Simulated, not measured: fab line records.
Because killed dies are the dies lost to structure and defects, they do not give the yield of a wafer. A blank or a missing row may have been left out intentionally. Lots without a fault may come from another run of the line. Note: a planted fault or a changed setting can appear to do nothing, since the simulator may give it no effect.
Chamber matching || flow gf180mcu || rieDiel-04 running GF_CONTACT_ETCH_16: 4 sister chambers
The step etches BARC in N2/H2. 8 wafers are shown with their chamber, then 12 later ones without.

WAFERS, EACH WITH ITS CHAMBER
{"wafer": "L079.4", "chamber": 0, "drypumpMotorCurrentA (A)": 6.1, "throttleValvePct (%)": 13.237}
{"wafer": "L081.2", "chamber": 0, "drypumpMotorCurrentA (A)": 6.2, "throttleValvePct (%)": 13.237}
{"wafer": "L081.3", "chamber": 3, "drypumpMotorCurrentA (A)": 6.3, "throttleValvePct (%)": 13.222}
{"wafer": "L081.5", "chamber": 2, "drypumpMotorCurrentA (A)": 5.8, "throttleValvePct (%)": 13.233}
{"wafer": "L081.6", "chamber": 1, "drypumpMotorCurrentA (A)": 5.0, "throttleValvePct (%)": 13.203}
{"wafer": "L083.3", "chamber": 3, "drypumpMotorCurrentA (A)": 6.3, "throttleValvePct (%)": 13.234}
{"wafer": "L083.5", "chamber": 1, "drypumpMotorCurrentA (A)": 5.0, "throttleValvePct (%)": 13.217}
{"wafer": "L083.6", "chamber": 2, "drypumpMotorCurrentA (A)": 5.8, "throttleValvePct (%)": 13.248}

WAFERS WHOSE CHAMBER IS MISSING
{"wafer": "L086.1", "drypumpMotorCurrentA (A)": 6.3, "throttleValvePct (%)": 13.228}
{"wafer": "L086.3", "drypumpMotorCurrentA (A)": 5.0, "throttleValvePct (%)": 13.214}
{"wafer": "L086.4", "drypumpMotorCurrentA (A)": 5.8, "throttleValvePct (%)": 13.220}
{"wafer": "L089.1", "drypumpMotorCurrentA (A)": 5.0, "throttleValvePct (%)": 13.223}
{"wafer": "L089.2", "drypumpMotorCurrentA (A)": 6.3, "throttleValvePct (%)": 13.202}
{"wafer": "L089.6", "drypumpMotorCurrentA (A)": 6.3, "throttleValvePct (%)": 13.232}
{"wafer": "L093.1", "drypumpMotorCurrentA (A)": 6.3, "throttleValvePct (%)": 13.209}
{"wafer": "L093.5", "drypumpMotorCurrentA (A)": 5.8, "throttleValvePct (%)": 13.215}
{"wafer": "L093.6", "drypumpMotorCurrentA (A)": 6.3, "throttleValvePct (%)": 13.226}
{"wafer": "L095.2", "drypumpMotorCurrentA (A)": 6.2, "throttleValvePct (%)": 13.246}
{"wafer": "L095.5", "drypumpMotorCurrentA (A)": 5.0, "throttleValvePct (%)": 13.220}
{"wafer": "L095.6", "drypumpMotorCurrentA (A)": 6.3, "throttleValvePct (%)": 13.236}

EACH ONE'S CHAMBER
{"wafer": "L086.1", "from the rows above": 3, "in truth": 3}
{"wafer": "L086.3", "from the rows above": 1, "in truth": 1}
{"wafer": "L086.4", "from the rows above": 2, "in truth": 2}
{"wafer": "L089.1", "from the rows above": 1, "in truth": 1}
{"wafer": "L089.2", "from the rows above": 3, "in truth": 3}
{"wafer": "L089.6", "from the rows above": 3, "in truth": 3}
{"wafer": "L093.1", "from the rows above": 3, "in truth": 3}
{"wafer": "L093.5", "from the rows above": 2, "in truth": 2}
{"wafer": "L093.6", "from the rows above": 3, "in truth": 3}
{"wafer": "L095.2", "from the rows above": "can't be placed: 0 or 3", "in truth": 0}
{"wafer": "L095.5", "from the rows above": 1, "in truth": 1}
{"wafer": "L095.6", "from the rows above": 3, "in truth": 3}
Placed correctly: 11 of 12. Cannot be placed on the basis of these rows: 1; the candidates contain the true chamber in 1. Number placed wrongly: 0.
How it was worked out, from the rows above alone: a wafer's distance from a chamber is the root of the sum, over the readings, of the square of ((its reading less the chamber's mean) divided by the reading's scatter). If the next closest chamber is less than 2 further off than the closest, the wafer can't be placed; otherwise it belongs to the closest. Each chamber's mean is taken over the wafers shown for it. The scatter: take each reading less its chamber's mean, square it, sum over the shown wafers, divide by the number of wafers less the number of chambers, and take the root.
